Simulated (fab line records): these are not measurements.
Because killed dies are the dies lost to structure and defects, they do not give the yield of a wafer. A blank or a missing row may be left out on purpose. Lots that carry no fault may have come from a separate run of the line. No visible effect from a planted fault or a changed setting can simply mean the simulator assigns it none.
fab line records	flow sky130
[record] lots = 10	wafers = 29	last-day = 50
route steps=708 shown VIA3@588 CAP2M@605 PAD_OPEN@708
lots that met no fault: taken from a fault-free run of the same line
start-h: hours from the record's first day to the start of the lot's first wafer shown	wait-h: time in hours since the lot's previous step	" unchanged from the row above	L1.1+2: one row covering several wafers at once	- no value, or no start given	* or withheld: withheld	< > ~ a bound
route shown NAME@n: names a module that has steps shown in the file, with the first one's number in the route	usual: average and standard deviation across the fault-free wafers	same: alike in all rows	chamber/n: place in a boat	sites: the reading at each site	_std_site: the standard deviation of these	_edge_site: mean of outer sites minus mean of inner sites	radius-mm: for every site, how far away it sits from the centre of the wafer	mask NAME#n: copy n	behind: tool/chamber where the wafer was last shaped	hold: what put the lot on hold/how long, in hours/how the hold closed	device: which transistor (n, p or np) failed to switch	end of line: the tests these same wafers got at the end of their route	step lacking rows: just its recipe	killed: dies that structure and defects cost at the first sort, which is not the same as the wafer's yield	map: the dies of a wafer, with x for killed, . for not killed, _ for no die there
set.NAME: setting as actually run; set.NAME@STEP: the setting as run at that earlier step	model.NAME: the simulator's own value behind a step, which no gauge read
steps of the route over a sample of lots; a table a step, a row a wafer
services: a tool's chamber out of use, with start hour (start-h, from the record's first day; less than 0 if before it), hours out, and reason
[[steps]]
[step SKY_VIA3_ETCH_15]
[recipe] target = SiO2	chemistry = C4F8/O2/Ar	target-depth-nm = 507	stop-on = TiN	mask-material = KrF-thick	source-w = 1500	bias-w = 1200	pressure-mtorr = 40	c4f8-flow-sccm = withheld	O2_flow_sccm = 6	Ar_flow_sccm = 300	time-s = 78
[usual] bias-w = 1200/3.6	oes-product-au = 0.945/0.0046
lot.wafer	tool	chamber	start-h	wait-h	bias-w	oes-product-au	rf-hours-counter-h
L814.1	rie-diel-03	2	929.78	0.0	1201	0.943	21
L814.3	"	0	"	"	1197	0.940	21
L814.6	"	3	"	"	1206	0.939	-
L816.1	rie-diel-03	3	956.85	0.0	1198	0.948	23
L816.2	"	1	"	"	1206	0.943	23
L816.5	"	3	"	"	1198	0.944	-
L818.3	rie-diel-02	0	969.93	0.0	1199	0.946	7
L818.4	"	2	"	"	1201	0.948	28
L818.5	"	2	"	"	1200	0.947	-
L819.3	rie-diel-02	3	976.43	0.0	1191	0.951	20
L819.4	"	2	"	"	1194	0.944	28
L820.1	rie-diel-02	1	991.47	0.0	1197	0.946	20
L820.2	"	0	"	"	1204	0.944	8
L820.6	"	1	"	"	1202	0.948	-
L821.1	rie-diel-03	1	993.28	0.0	1198	0.950	24
L821.2	"	2	"	"	1200	0.944	22
L821.3	"	3	"	"	1205	0.939	24
L824.1	rie-diel-02	2	1010.83	0.0	1207	0.951	29
L824.3	"	3	"	"	1200	0.947	21
L824.6	"	3	"	"	1201	0.950	-
L834.2	rie-diel-02	0	1070.77	0.0	1193	0.947	10
L834.4	"	3	"	"	1203	0.941	24
L834.5	"	2	"	"	1200	0.938	-
L833.1	rie-diel-02	3	1075.03	0.0	1202	0.952	25
L833.4	"	2	"	"	1205	0.944	0
L833.5	"	2	"	"	1201	0.946	-
L835.1	rie-diel-01	3	1081.93	0.0	1198	0.953	7
L835.5	"	2	"	"	1198	0.950	-
L835.6	"	1	"	"	1198	0.946	-
[step SKY_VIA3_SPUTTER_20]
[recipe] material = TiN	target-thk-nm = 20	chamber-pressure-pa = 5	power-w = 4000	time-s = 80
[usual] throttle-valve-pct = 30.1/0.7
lot.wafer	tool	chamber	start-h	wait-h	throttle-valve-pct
L814.1	pvd-sputter-01	-	930.47	0.0	31.9
L814.3	"	-	"	"	31.0
L814.6	"	-	"	"	31.0
L816.1	pvd-sputter-02	-	957.50	0.0	30.1
L816.2	"	-	"	"	29.6
L816.5	"	-	"	"	29.7
L818.3	pvd-sputter-01	-	970.93	0.0	29.2
L818.4	"	-	"	"	31.1
L818.5	"	-	"	"	29.6
L819.3	pvd-sputter-02	-	977.14	0.0	30.5
L819.4	"	-	"	"	30.3
L820.1	pvd-sputter-02	-	992.23	0.0	30.2
L820.2	"	-	"	"	30.0
L820.6	"	-	"	"	30.4
L821.1	pvd-sputter-04	-	993.94	0.0	28.6
L821.2	"	-	"	"	31.3
L821.3	"	-	"	"	29.6
L824.1	pvd-sputter-04	-	1011.53	0.0	28.8
L824.3	"	-	"	"	30.0
L824.6	"	-	"	"	28.5
L834.2	pvd-sputter-01	-	1071.42	0.0	29.1
L834.4	"	-	"	"	31.7
L834.5	"	-	"	"	29.4
L833.1	pvd-sputter-02	-	1075.70	0.0	29.8
L833.4	"	-	"	"	30.0
L833.5	"	-	"	"	29.9
L835.1	pvd-sputter-02	-	1082.62	0.0	29.9
L835.5	"	-	"	"	30.3
L835.6	"	-	"	"	29.8
[step SKY_VIA3_CVD_21]
[recipe] material = W	target-thk-nm = 390	time-s = 117.31	temp-c = 400	pressure-torr = 40
[usual] heater-power-w = 893/60
lot.wafer	tool	chamber	start-h	wait-h	heater-power-w	since-wet-clean-h
L814.1	cvd-w-02	0	930.53	0.0	907	526
L814.3	"	1	"	"	959	-
L814.6	"	0	"	"	932	-
L816.1	cvd-w-02	0	957.56	0.0	914	553
L816.2	"	1	"	"	943	553
L816.5	"	0	"	"	927	-
L818.3	cvd-w-01	0	971.03	0.1	834	-
L818.4	"	1	"	"	808	-
L818.5	"	1	"	"	776	-
L819.3	cvd-w-01	1	977.24	0.1	824	-
L819.4	"	0	"	"	862	-
L820.1	cvd-w-01	1	992.29	0.0	810	74
L820.2	"	0	"	"	857	74
L820.6	"	0	"	"	838	-
L821.1	cvd-w-02	0	994.00	0.0	926	590
L821.2	"	1	"	"	935	590
L821.3	"	0	"	"	922	-
L824.1	cvd-w-02	0	1011.59	0.0	913	608
L824.3	"	1	"	"	952	-
L824.6	"	0	"	"	920	-
L834.2	cvd-w-01	1	1071.48	0.0	801	153
L834.4	"	0	"	"	844	-
L834.5	"	0	"	"	815	-
L833.1	cvd-w-02	1	1075.76	0.0	950	672
L833.4	"	1	"	"	970	-
L833.5	"	1	"	"	951	-
L835.1	cvd-w-02	0	1082.68	0.0	932	679
L835.5	"	0	"	"	929	-
L835.6	"	1	"	"	974	-
[step SKY_CAP2M_SPUTTER_02]
[recipe] material = TiN	target-thk-nm = 200	temp-c = 300	power-w = 6500	time-s = 166.7	chamber-pressure-pa = 0.4
[usual] throttle-valve-pct = 30.1/0.75
lot.wafer	tool	chamber	start-h	wait-h	throttle-valve-pct
L814.1	pvd-sputter-02	-	931.37	0.1	30.6
L814.3	"	-	"	"	29.8
L814.6	"	-	"	"	30.0
L816.1	pvd-sputter-02	-	958.40	0.1	29.9
L816.2	"	-	"	"	30.1
L816.5	"	-	"	"	29.6
L818.3	pvd-sputter-01	-	971.97	0.0	29.0
L818.4	"	-	"	"	31.0
L818.5	"	-	"	"	31.8
L819.3	pvd-sputter-02	-	979.15	0.0	29.9
L819.4	"	-	"	"	29.8
L820.1	pvd-sputter-01	-	993.40	0.1	31.1
L820.2	"	-	"	"	29.2
L820.6	"	-	"	"	29.5
L821.1	pvd-sputter-01	-	994.84	0.1	28.9
L821.2	"	-	"	"	29.3
L821.3	"	-	"	"	31.0
L824.1	pvd-sputter-02	-	1012.43	0.1	29.9
L824.3	"	-	"	"	30.2
L824.6	"	-	"	"	29.9
L834.2	pvd-sputter-02	-	1072.41	0.0	30.6
L834.4	"	-	"	"	30.2
L834.5	"	-	"	"	29.8
L833.1	pvd-sputter-01	-	1076.60	0.1	29.2
L833.4	"	-	"	"	31.0
L833.5	"	-	"	"	30.9
L835.1	pvd-sputter-02	-	1083.52	0.1	30.4
L835.5	"	-	"	"	30.8
L835.6	"	-	"	"	30.2
[step SKY_CAP2M_RS_MEAS_03]
[recipe] thk-meas-gauge = four-point-probe	reads = TiN_of_CAP2M_SPUTTER_02
[usual] CAP2M_TIN_RS = 6.94/0.081
lot.wafer	tool	chamber	start-h	wait-h	CAP2M_TIN_RS[ohm/sq]
L814.1	film-metro-02	-	931.48	0.1	7.01
L814.3	"	-	"	"	7.04
L814.6	"	-	"	"	7.04
L816.1	film-metro-01	-	958.51	0.1	6.97
L816.2	"	-	"	"	6.94
L816.5	"	-	"	"	6.98
L818.3	film-metro-01	-	972.12	0.1	6.87
L818.4	"	-	"	"	6.98
L818.5	"	-	"	"	6.97
L819.3	film-metro-02	-	979.30	0.1	6.62
L819.4	"	-	"	"	6.61
L820.1	film-metro-02	-	993.51	0.1	6.90
L820.2	"	-	"	"	6.85
L820.6	"	-	"	"	6.90
L821.1	film-metro-01	-	994.95	0.1	6.70
L821.2	"	-	"	"	6.92
L821.3	"	-	"	"	6.85
L824.1	film-metro-03	-	1012.54	0.1	6.65
L824.3	"	-	"	"	6.66
L824.6	"	-	"	"	6.61
L834.2	film-metro-03	-	1072.54	0.1	6.87
L834.4	"	-	"	"	6.95
L834.5	"	-	"	"	6.94
L833.1	film-metro-03	-	1076.71	0.1	6.98
L833.4	"	-	"	"	6.92
L833.5	"	-	"	"	6.88
L835.1	film-metro-02	-	1083.63	0.1	6.94
L835.5	"	-	"	"	6.89
L835.6	"	-	"	"	6.78
[step SKY_CAP2M_THK_MEAS_04]
[recipe] thk-meas-gauge = xrf	reads = TiN_of_CAP2M_SPUTTER_02
[usual] CAP2M_TIN_THK = 200.5/2.6
lot.wafer	tool	chamber	start-h	wait-h	CAP2M_TIN_THK[nm]
L814.1	film-metro-02	-	931.60	0.1	198.8
L814.3	"	-	"	"	197.5
L814.6	"	-	"	"	198.0
L816.1	film-metro-01	-	958.63	0.1	200.7
L816.2	"	-	"	"	201.0
L816.5	"	-	"	"	199.9
L818.3	film-metro-01	-	972.22	0.1	203.7
L818.4	"	-	"	"	199.8
L818.5	"	-	"	"	201.1
L819.3	film-metro-02	-	979.40	0.1	209.1
L819.4	"	-	"	"	209.8
L820.1	film-metro-02	-	993.63	0.1	200.8
L820.2	"	-	"	"	200.5
L820.6	"	-	"	"	200.3
L821.1	film-metro-01	-	995.07	0.1	209.0
L821.2	"	-	"	"	203.1
L821.3	"	-	"	"	205.2
L824.1	film-metro-03	-	1012.66	0.1	211.0
L824.3	"	-	"	"	210.2
L824.6	"	-	"	"	211.1
L834.2	film-metro-03	-	1072.65	0.1	204.0
L834.4	"	-	"	"	200.8
L834.5	"	-	"	"	200.7
L833.1	film-metro-03	-	1076.83	0.1	199.8
L833.4	"	-	"	"	200.4
L833.5	"	-	"	"	202.2
L835.1	film-metro-02	-	1083.75	0.1	198.2
L835.5	"	-	"	"	200.0
L835.6	"	-	"	"	203.2
[step SKY_CAP2M_METAL_ETCH_13]
[recipe] target-depth-nm = 220	stop-on = SiO2	chemistry = Cl2/BCl3	target = TiN	pressure-mtorr = 10	icp-w = 900	bias-w = 48.5	Cl2_flow_sccm = 60	bcl3-flow-sccm = 30	time-s = 62.9
[usual] bias-w = 48.49/0.13	drypump-motor-current-A = 5.7/0.43	he-backside-leak-sccm = 3.3/0.35	mfc-cl2-sccm = 60.03/0.16	oes-product-au = 0.939/0.0083	throttle-valve-pct = 21.902/0.01
lot.wafer	tool	chamber	start-h	wait-h	bias-w	drypump-motor-current-A	he-backside-leak-sccm	mfc-cl2-sccm	oes-product-au	rf-hours-counter-h	throttle-valve-pct
L814.1	rie-metal-01	1	955.76	0.0	48.36	5.4	3.1	59.91	0.927	8	21.907
L814.3	"	1	"	"	48.71	5.4	3.1	59.96	0.936	-	21.893
L814.6	"	0	"	"	48.29	6.2	3.4	60.26	0.926	-	21.899
L816.1	rie-metal-04	1	981.96	0.0	48.63	6.1	3.2	59.94	0.936	20	21.911
L816.2	"	0	"	"	48.39	5.3	3.1	60.03	0.946	15	21.903
L816.5	"	0	"	"	48.43	5.3	2.9	60.07	0.931	-	21.913
L818.3	rie-metal-02	1	995.69	0.1	48.57	6.3	3.6	60.14	0.946	-	21.895
L818.4	"	1	"	"	48.47	6.3	3.6	60.28	0.928	-	21.901
L818.5	"	1	"	"	48.75	6.3	3.5	60.21	0.943	-	21.909
L819.3	rie-metal-04	0	1002.56	0.1	48.47	5.3	3.1	59.71	0.968	-	21.875
L819.4	"	0	"	"	48.54	5.3	3.0	59.94	0.965	-	21.889
L820.1	rie-metal-02	1	1016.51	0.0	48.30	6.3	3.6	59.95	0.936	8	21.908
L820.2	"	0	"	"	48.61	5.4	3.5	59.81	0.939	0	21.893
L820.6	"	1	"	"	48.55	6.3	3.4	60.17	0.953	-	21.900
L821.1	rie-metal-04	0	1017.84	0.0	48.64	5.3	2.9	59.99	0.965	18	21.877
L821.2	"	0	"	"	48.61	5.3	3.2	59.84	0.943	-	21.912
L821.3	"	0	"	"	48.75	5.3	3.2	59.93	0.952	-	21.895
L824.1	rie-metal-04	1	1034.49	0.0	48.55	6.1	3.1	59.78	0.967	0	21.888
L824.3	"	1	"	"	48.45	6.1	3.2	59.82	0.967	-	21.889
L824.6	"	1	"	"	48.62	6.1	3.1	59.76	0.972	-	21.887
L834.2	rie-metal-04	0	1093.31	0.0	48.37	5.3	3.1	60.05	0.943	24	21.894
L834.4	"	0	"	"	48.32	5.3	3.1	59.98	0.943	-	21.898
L834.5	"	0	"	"	48.40	5.3	3.1	60.17	0.947	-	21.918
L833.1	rie-metal-01	0	1097.79	0.0	48.41	6.2	3.5	60.22	0.928	21	21.908
L833.4	"	1	"	"	48.35	5.4	3.2	60.25	0.945	-	21.893
L833.5	"	1	"	"	48.26	5.4	3.3	60.15	0.939	-	21.899
L835.1	rie-metal-02	0	1104.29	0.0	48.63	5.4	3.4	59.92	0.942	7	21.896
L835.5	"	0	"	"	48.50	5.4	3.5	60.11	0.935	-	21.902
L835.6	"	1	"	"	48.64	6.3	3.5	60.12	0.947	-	21.888
[step SKY_PAD_OPEN_PROBE_99]
[usual] defect-limited-yield = 82.4/1.9	killed_at_M0_to_M3 = 43/7.1	killed_at_M4_up = 3.2/1.7	killed-at-contacts = 24/5.6	killed-at-front-end = 16/5	killed-at-other = 0.4/0.68	killed-dies = 86/9.3	killed-open = 47/7.1	killed-short = 39/5.7	sort_bin_3_pad_short = 0.9/0.38	sort_bin_5_function = 10.4/1.5	sort_bin_6_memory = 6.3/1.3	sort-n-pass = 406/9.3	sort-yield-pct = 82.4/1.9
[same] gross-dies = 492	killed-at-back-side = 0	sort_bin_4_leakage[%] = 0	sort_bin_8_speed[%] = 0
lot.wafer	tool	chamber	start-h	wait-h	defect-limited-yield[%]	killed_at_M0_to_M3	killed_at_M4_up	killed-at-contacts	killed-at-front-end	killed-at-other	killed-dies	killed-open	killed-short	sort_bin_3_pad_short[%]	sort_bin_5_function[%]	sort_bin_6_memory[%]	sort-n-pass	sort-yield-pct[%]
L819.3	prober-01	-	1116.95	0.2	81.5	41	4	23	22	1	91	46	45	1.2	8.5	8.7	401	81.5
L819.4	prober-01	-	1117.00	0.2	84.1	36	5	23	13	1	78	39	39	1.0	9.3	5.5	414	84.1
L820.1	prober-02	-	1128.76	0.1	78.7	47	4	42	12	0	105	60	45	1.0	13.8	6.5	387	78.7
L820.2	prober-02	-	1128.81	0.1	81.1	41	4	24	24	0	93	55	38	1.2	10.4	7.3	399	81.1
L820.6	prober-02	-	1129.01	0.2	84.6	34	2	28	12	0	76	46	30	0.4	9.8	5.3	416	84.6
L821.1	prober-01	-	1129.28	0.1	83.1	42	6	23	12	0	83	45	38	0.6	11.4	4.9	409	83.1
L821.2	prober-01	-	1129.33	0.1	79.5	47	2	30	21	1	101	62	39	1.4	11.0	8.1	391	79.5
L821.3	prober-01	-	1129.38	0.2	80.5	45	2	34	15	0	96	63	33	0.6	11.8	7.1	396	80.5
L824.1	prober-02	-	1142.67	0.1	83.7	37	1	28	14	0	80	50	30	1.2	10.0	5.1	412	83.7
L824.3	prober-02	-	1142.77	0.2	84.6	40	4	25	7	0	76	44	32	0.8	7.5	7.1	416	84.6
L824.6	prober-02	-	1142.92	0.2	82.5	48	2	26	10	0	86	44	42	0.8	7.7	8.9	406	82.5
// killed by level:class
L819.3 LI_CONTACT:geometric-particle:open=8 CONTACT:geometric-particle:open=7 VIA1:geometric-particle:open=7 METAL2:geometric-particle:short=7 FIELD_ISO:geometric-particle:open=6 METAL1:geometric-particle:short=6 VIA3:geometric-particle:open=6 FIELD_ISO:geometric-particle:short=5
L819.4 VIA1:geometric-particle:open=7 CONTACT:geometric-particle:open=7 LI_CONTACT:geometric-particle:open=6 METAL1:geometric-particle:short=6 FIELD_ISO:geometric-particle:open=5 VIA3:geometric-particle:open=5 FIELD_ISO:geometric-particle:short=4 LI_CONTACT:geometric-particle:short=4
L820.1 CONTACT:geometric-particle:open=14 LI_CONTACT:geometric-particle:open=11 VIA1:geometric-particle:open=10 METAL2:geometric-particle:short=9 METAL1:geometric-particle:short=8 VIA3:geometric-particle:open=7 LOCAL_INTERCONNECT:geometric-particle:short=7 CONTACT:geometric-particle:short=6
L820.2 VIA1:geometric-particle:open=13 CONTACT:geometric-particle:open=10 FIELD_ISO:geometric-particle:short=7 FIELD_ISO:geometric-particle:open=7 LI_CONTACT:geometric-particle:open=6 METAL2:geometric-particle:short=6 METAL1:geometric-particle:short=6 CONTACT:geometric-particle:short=5
L820.6 CONTACT:geometric-particle:open=17 VIA1:geometric-particle:open=9 CONTACT:geometric-particle:short=6 VIA2:geometric-particle:open=5 VIA3:geometric-particle:short=5 VIA2:geometric-particle:short=5 FIELD_ISO:geometric-particle:open=4 VIA3:geometric-particle:open=4
L821.1 CONTACT:geometric-particle:open=11 VIA1:geometric-particle:open=8 VIA1:geometric-particle:short=6 VIA3:geometric-particle:open=6 VIA2:geometric-particle:open=5 METAL2:geometric-particle:short=4 LI_CONTACT:geometric-particle:short=4 VIA2:geometric-particle:short=4
L821.2 CONTACT:geometric-particle:open=12 VIA1:geometric-particle:open=10 VIA3:geometric-particle:open=9 POLY_GATE:geometric-particle:short=8 VIA2:geometric-particle:open=8 METAL2:geometric-particle:short=7 POLY_GATE:geometric-particle:open=6 LI_CONTACT:geometric-particle:open=6
L821.3 VIA1:geometric-particle:open=15 CONTACT:geometric-particle:open=13 CONTACT:geometric-particle:short=9 VIA2:geometric-particle:open=8 LI_CONTACT:geometric-particle:open=7 LOCAL_INTERCONNECT:geometric-particle:short=5 VIA1:geometric-particle:short=5 VIA3:geometric-particle:open=5
L824.1 LI_CONTACT:geometric-particle:open=13 CONTACT:geometric-particle:open=10 VIA2:geometric-particle:open=7 VIA1:geometric-particle:open=6 VIA2:geometric-particle:short=5 POLY_GATE:geometric-particle:short=4 VIA3:geometric-particle:open=4 FIELD_ISO:geometric-particle:short=3
L824.3 CONTACT:geometric-particle:open=9 LI_CONTACT:geometric-particle:open=7 VIA2:geometric-particle:open=7 VIA2:geometric-particle:short=7 CONTACT:geometric-particle:short=5 METAL1:geometric-particle:short=5 VIA1:geometric-particle:open=5 METAL2:geometric-particle:short=4
L824.6 VIA1:geometric-particle:open=9 LI_CONTACT:geometric-particle:open=8 METAL1:geometric-particle:short=7 VIA2:geometric-particle:open=7 LI_CONTACT:geometric-particle:short=6 METAL2:geometric-particle:short=6 CONTACT:geometric-particle:open=5 FIELD_ISO:geometric-particle:short=4
[[services]]
tool	chamber	start-h	hours	kind
rie-diel-03	-	915.03	7.1	repair
rie-diel-02	1	938.41	16.6	repair
pvd-sputter-01	-	953.33	2.4	repair
rie-diel-03	2	960.10	13.6	repair
cvd-w-01	-	985.31	6.0	pm
pvd-sputter-01	-	986.96	1.9	repair
pvd-sputter-01	-	991.91	1.4	repair
rie-metal-02	1	1020.09	14.6	repair
rie-diel-02	-	1022.74	2.8	pm
pvd-sputter-04	-	1030.74	2.0	repair
pvd-sputter-04	-	1030.76	1.6	repair
rie-diel-02	0	1038.66	22.4	repair
rie-metal-04	-	1044.85	1.4	pm
rie-metal-04	1	1047.10	5.7	repair
rie-metal-01	1	1056.34	3.7	repair
rie-diel-02	2	1061.52	5.9	repair
pvd-sputter-01	-	1064.10	3.9	repair
rie-metal-04	-	1068.89	2.8	pm
cvd-w-02	-	1083.39	5.6	repair
rie-diel-03	1	1090.75	4.3	repair
rie-diel-02	1	1094.55	3.2	repair
rie-diel-03	-	1094.78	1.0	repair
rie-diel-02	0	1097.19	1.7	repair
rie-diel-03	3	1098.99	12.7	repair
[[key]]
[first-sign] step = SKY_CAP2M_RS_MEAS_03	reading = CAP2M_TIN_RS	direction = down	sigmas = 3.8	usual = 6.94	struck = 6.63
[effect] step = SKY_CAP2M_THK_MEAS_04	reading = CAP2M_TIN_THK	direction = up	sigmas = 3.8	usual = 200.5	struck = 210.2
[effect] step = SKY_CAP2M_METAL_ETCH_13	reading = oes-product-au	direction = up	sigmas = 3.5	usual = 0.939	struck = 0.968
met-at SKY_CAP2M_SPUTTER_02
struck-lots L819,L824
not-acting-at SKY_VIA3_ETCH_15,SKY_VIA3_SPUTTER_20,SKY_VIA3_CVD_21
onset-between 958.40 979.15
[fault] kind = process-parameter-drift	tool = pvd-sputter-02	chamber = -	onset-h = 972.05	steps = SKY_CAP2M_SPUTTER_02	channel = target-thk-nm	offset = 10.447	shape = step	end-h = 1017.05	acts-in = these-recipes-only	stated = 200
